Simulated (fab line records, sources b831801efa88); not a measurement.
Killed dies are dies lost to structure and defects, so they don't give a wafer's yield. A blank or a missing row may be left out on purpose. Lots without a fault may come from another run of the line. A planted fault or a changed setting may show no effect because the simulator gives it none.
Tool commonality check | flow gf180mcu | 13 lots, 39 wafers sampled

WHY IT WAS OPENED
At GF_VT_IMPLANT_RS_MEAS_49 the reading MVPSD_RS is flagged on 2 of 13 lots. Wafers without a fault read 1169 ohm/sq, standard deviation 3.2.
Rule: a lot is flagged when every wafer of it that has a number lies more than 4 standard deviations from that mean, or none has a number. The other lots count as sound.

lot  | measured     | on            | MVPSD_RS (ohm/sq), wafer by wafer | flag
L705 | day 8 03:04  | film_metro-01 | 1176 1174 1174                    |
L706 | day 8 12:26  | film_metro-02 | 1166 1166 1167                    |
L709 | day 9 01:47  | film_metro-01 | 1172 1171 1173                    |
L710 | day 9 08:25  | film_metro-01 | 1174 1170 1173                    |
L712 | day 9 20:52  | film_metro-02 | 1166 1169 1171                    |
L713 | day 10 09:36 | film_metro-02 | 1164 1163 1162                    |
L715 | day 10 18:24 | film_metro-01 | 1171 1167 1169                    |
L719 | day 11 20:18 | film_metro-03 | 1170 1168 1169                    |
L721 | day 12 06:34 | film_metro-02 | 1142 1142 1143                    | FLAGGED
L723 | day 12 21:15 | film_metro-02 | 1145 1143 1148                    | FLAGGED
L725 | day 13 13:50 | film_metro-01 | 1170 1165 1171                    |
L726 | day 13 14:52 | film_metro-02 | 1169 1166 1167                    |
L727 | day 13 22:50 | film_metro-02 | 1170 1164 1171                    |
The numbers of the flagged lots are 1144 ohm/sq on average: -25 ohm/sq against the usual, or -8 standard deviations.

WHICH TOOL RAN EACH LOT
The record holds 3 process steps before the reading, out of a route of 602 steps. In each cell: the tool, then ch and the chambers that the sampled wafers went through, then the start.
lot  | flag    | GF_STI_CMP_25                | GF_MVPSD_IMPLANT_08             | GF_VT_IMPLANT_RTA_45
L705 |         | cmp-02 ch 2,3, day 2 11:53   | implanter-03 ch 0, day 5 11:18  | rtp_anneal-02 ch 0, day 8 02:36
L706 |         | cmp-01 ch 0,1,2, day 2 19:57 | implanter-01 ch 0, day 5 20:53  | rtp_anneal-01 ch 0, day 8 11:58
L709 |         | cmp-01 ch 0,2,3, day 3 07:52 | implanter-03 ch 0, day 6 09:36  | rtp_anneal-02 ch 0, day 9 01:20
L710 |         | cmp-02 ch 0,3, day 3 13:23   | implanter-03 ch 0, day 6 16:08  | rtp_anneal-01 ch 0, day 9 07:58
L712 |         | cmp-01 ch 0,3, day 3 21:31   | implanter-03 ch 0, day 7 01:54  | rtp_anneal-02 ch 0, day 9 20:24
L713 |         | cmp-01 ch 1,2, day 4 06:59   | implanter-04 ch 0, day 7 14:05  | rtp_anneal-02 ch 0, day 10 09:08
L715 |         | cmp-02 ch 0,3, day 4 12:33   | implanter-01 ch 0, day 7 21:33  | rtp_anneal-02 ch 0, day 10 17:56
L719 |         | cmp-01 ch 0,1,2, day 5 08:34 | implanter-03 ch 0, day 8 20:11  | rtp_anneal-02 ch 0, day 11 19:50
L721 | FLAGGED | cmp-01 ch 0,2,3, day 5 17:53 | implanter-01 ch 0, day 9 04:32  | rtp_anneal-02 ch 0, day 12 06:07
L723 | FLAGGED | cmp-01 ch 0,3, day 6 06:42   | implanter-01 ch 0, day 9 19:12  | rtp_anneal-02 ch 0, day 12 20:47
L725 |         | cmp-01 ch 0,2,3, day 6 15:44 | implanter-04 ch 0, day 10 08:29 | rtp_anneal-02 ch 0, day 13 13:22
L726 |         | cmp-01 ch 0,3, day 6 21:19   | implanter-04 ch 0, day 10 10:02 | rtp_anneal-01 ch 0, day 13 14:25
L727 |         | cmp-02 ch 2,3, day 7 02:22   | implanter-03 ch 0, day 10 16:42 | rtp_anneal-01 ch 0, day 13 22:22
What these steps do:
- GF_STI_CMP_25: polishes, stops on Si3N4, t overpolish 33 s, target thk 524.6 nm.
- GF_MVPSD_IMPLANT_08
- GF_VT_IMPLANT_RTA_45: time 30 s.
- GF_VT_IMPLANT_RS_MEAS_49: measures by four-point-probe.

FLAGGED OVER TOTAL, TOOL BY TOOL (the gauges that took the reading come last)
step                     | tool          | lots run | flagged | share of the flagged lots | sound lots run after its first flagged lot
GF_STI_CMP_25            | cmp-01        | 9        | 2       | all                       | 2 (L725,L726)
GF_STI_CMP_25            | cmp-02        | 4        | 0       | none                      | -
GF_MVPSD_IMPLANT_08      | implanter-01  | 4        | 2       | all                       | 0
GF_MVPSD_IMPLANT_08      | implanter-03  | 6        | 0       | none                      | -
GF_MVPSD_IMPLANT_08      | implanter-04  | 3        | 0       | none                      | -
GF_VT_IMPLANT_RTA_45     | rtp_anneal-01 | 4        | 0       | none                      | -
GF_VT_IMPLANT_RTA_45     | rtp_anneal-02 | 9        | 2       | all                       | 1 (L725)
GF_VT_IMPLANT_RS_MEAS_49 | film_metro-01 | 5        | 0       | none                      | -
GF_VT_IMPLANT_RS_MEAS_49 | film_metro-02 | 7        | 2       | all                       | 2 (L726,L727)
GF_VT_IMPLANT_RS_MEAS_49 | film_metro-03 | 1        | 0       | none                      | -

WHAT THE TABLE ALLOWS
4 rows of the table ran every flagged lot: cmp-01 at GF_STI_CMP_25, implanter-01 at GF_MVPSD_IMPLANT_08, rtp_anneal-02 at GF_VT_IMPLANT_RTA_45, film_metro-02 at GF_VT_IMPLANT_RS_MEAS_49.
- cmp-01 at GF_STI_CMP_25: 2 of its 9 lots flagged. Sound lots ran on it after the first flagged one (L725, L726), which a lasting fault on the whole tool wouldn't allow.
- implanter-01 at GF_MVPSD_IMPLANT_08: 2 of its 4 lots flagged. Its last sound lot is L715 (day 7 21:33), its first flagged lot L721 (day 9 04:32): a fault that began between those two fits. Its own readings lie more than 4 standard deviations out on every wafer of the flagged lots: beam_energy_keV.
- rtp_anneal-02 at GF_VT_IMPLANT_RTA_45: 2 of its 9 lots flagged. Sound lots ran on it after the first flagged one (L725), which a lasting fault on the whole tool wouldn't allow.
- film_metro-02 at GF_VT_IMPLANT_RS_MEAS_49: 2 of its 7 lots flagged. Sound lots ran on it after the first flagged one (L726, L727), which a lasting fault on the whole tool wouldn't allow.
One tool is left: implanter-01 at GF_MVPSD_IMPLANT_08.

WHAT THE SIMULATOR HAD PUT IN
Process parameter drift: implanter-01, from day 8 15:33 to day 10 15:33, at GF_MVPSD_IMPLANT_08. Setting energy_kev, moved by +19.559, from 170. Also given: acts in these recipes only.
Lots struck among those shown: L721, L723. The rule above found the same.
